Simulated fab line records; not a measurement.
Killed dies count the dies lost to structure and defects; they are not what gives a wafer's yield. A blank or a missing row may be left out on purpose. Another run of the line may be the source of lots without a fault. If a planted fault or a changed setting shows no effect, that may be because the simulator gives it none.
2 desks looking at one fault ; flow sfq line ; each desk has only its own numbers; what lay behind them comes last

== DESK OF THE TOOL OWNER: pvd sputter-05 ==
The tool's own readings at SFQ_TRILAYER_L0_DEP_SPUTTER_003 (material MoNx KI, target thk 40 nm, time 100 s): means of the sampled wafers that have a number, for each lot that ran on this tool. If a lot's mean is further than 4 standard deviations from the usual mean, the lot is out of limits and carries the mark OUT (the distance appears in the brackets).
Columns: A = cathode dc power W at SFQ_TRILAYER_L0_DEP_SPUTTER_003, usual 800.00 W; B = throttle valve pct at SFQ_TRILAYER_L0_DEP_SPUTTER_003, usual 30.3 %
lot;first seen here;A;B
L784;day 1 22:29;800.00;30.2
L789;day 2 23:29;800.02;30.2
L794;day 4 00:29;799.93;30.3
L796;day 4 10:29;799.77;31.1
This desk found nothing out of limits on any of the 4 lots.

== FROM THE METROLOGY DESK ==
What the gauges read, lot by lot, whatever tool the lot ran on: means of the sampled wafers that have a number. If a lot's mean is further than 4 standard deviations from the usual mean, the lot is out of limits and carries the mark OUT (the distance appears in the brackets).
Columns: A = L0_MONX_KI_RS at SFQ_L0_RS_MEAS_901, usual 43.5 ohm/sq; B = L0_MONX_KI_THK at SFQ_L0_THK_MEAS_902, usual 40.3 nm; C = M2_OVL at SFQ_M2_OVL_MEAS_916, usual 0 nm
lot;first seen here;A;B;C
L782;day 1 12:37;43.6;40.4;-1
L783;day 1 17:34;44.1;39.7;-4
L784;day 1 22:34;43.6;40.1;-1
L785;day 2 03:34;43.3;40.2;-2
L787;day 2 13:35;43.0;40.8;-3
L788;day 2 18:34;43.6;40.3;-0
L789;day 2 23:34;43.3;40.4;-5
L790;day 3 04:35;43.6;40.2;-3
L794;day 4 00:34;44.1;39.8;-8
L796;day 4 10:46;44.1;39.8;0
L798;day 4 20:34;43.4;40.6;2
L800;day 5 06:36;43.9;40.0;-4
L803;day 5 21:36;43.6;40.4;3
L804;day 6 02:34;44.2;39.8;-1
This desk found nothing out of limits on any of the 14 lots.

== ALL TOGETHER ==
The desk of the tool owner found nothing out of limits.
Nothing out of limits was seen by the metrology desk.

== WHAT THE SIMULATOR PUT IN ==
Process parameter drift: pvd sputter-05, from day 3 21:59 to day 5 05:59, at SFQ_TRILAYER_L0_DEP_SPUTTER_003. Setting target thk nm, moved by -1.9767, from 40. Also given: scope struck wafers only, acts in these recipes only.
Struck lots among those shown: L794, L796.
